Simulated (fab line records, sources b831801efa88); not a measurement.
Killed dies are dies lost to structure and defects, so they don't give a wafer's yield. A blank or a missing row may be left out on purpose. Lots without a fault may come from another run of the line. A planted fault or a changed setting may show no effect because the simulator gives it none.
Problem report in the 8D (eight disciplines) form, filled by code | flow gf180mcu | the parts of the form that need people (team, actions taken, sign-off) are left out

1. THE PROBLEM
run_length_s at GF_POLY_GATE_ETCH_13 reads a mean of 102.7 s on 9 wafers of 3 lots; wafers without a fault read 97.8 s with a standard deviation of 0.43. That is +11 standard deviations from the usual mean.
The step: etches poly-Si in HBr/Cl2, stops on SiO2, target depth 198.5 nm, time 69.6 s.
First seen on wafer L307.1, day 11 13:15, on rie_si-02. The record holds 36 wafers of 12 lots with a number at this step. Rule for "out", or "out of limits": more than 4 standard deviations from the usual mean. The other wafers with a number count as sound.

2. WHAT IT IS AND WHAT IT IS NOT
question                    | is                     | is not
which readings at this step | run_length_s           | drypump_motor_current_A, throttle_valve_pct
which lots                  | L307, L309, L310       | L300, L301, L302, L305, L306, L319, L320, L321, L322
which wafers of those lots  | all that have a number | -
read on which tools         | rie_si-02              | rie_si-01
when                        | from day 11 13:15      | up to then (15 sound wafers); but 12 sound wafers of L319, L320, L321, L322 came after

3. SUSPECTS, AND WHAT RULES EACH OUT
Counting: a tool at a process step up to the reading stays a suspect if it ran every lot that is out and no sound lot after the first of them.
- rie_si-02 at GF_POLY_GATE_ETCH_13 (etches poly-Si in HBr/Cl2, stops on SiO2, target depth 198.5 nm, time 69.6 s): ruled out as a lasting fault. Sound lots L319, L320, L322 ran on it after its first lot that is out, L307 (day 11 13:15).
Left after counting: nothing in the record.

4. THE CAUSE (what the simulator had put in)
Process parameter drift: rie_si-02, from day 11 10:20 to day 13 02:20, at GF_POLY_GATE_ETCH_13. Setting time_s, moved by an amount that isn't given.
Counting ruled it out, wrongly.

5. THE CHAIN OF EFFECTS, in route order
Each row: a reading whose mean over the struck wafers that have a number lies more than 3 standard deviations from the usual. Only readings for which the record gives a usual standard deviation are gone through. hours: the time from each lot's start at the first step in this table that gives one to its start at this step, as a median over the lots. sigmas: the change in usual standard deviations.
hours | step                 | reading        | usual      | on struck wafers | change | sigmas
0     | GF_POLY_GATE_ETCH_13 | oes_product_au | 0.993 a.u. | 0.950            | -0.043 | -5.2
0     | GF_POLY_GATE_ETCH_13 | run_length_s   | 97.8 s     | 102.7            | +4.9   | +11
The process steps in it:
- GF_POLY_GATE_ETCH_13: etches poly-Si in HBr/Cl2, stops on SiO2, target depth 198.5 nm, time 69.6 s.

6. WHAT WOULD HAVE CAUGHT IT SOONER
In this record the first reading out of limits was taken at day 11 13:15, 3 hours after the fault began at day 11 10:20.
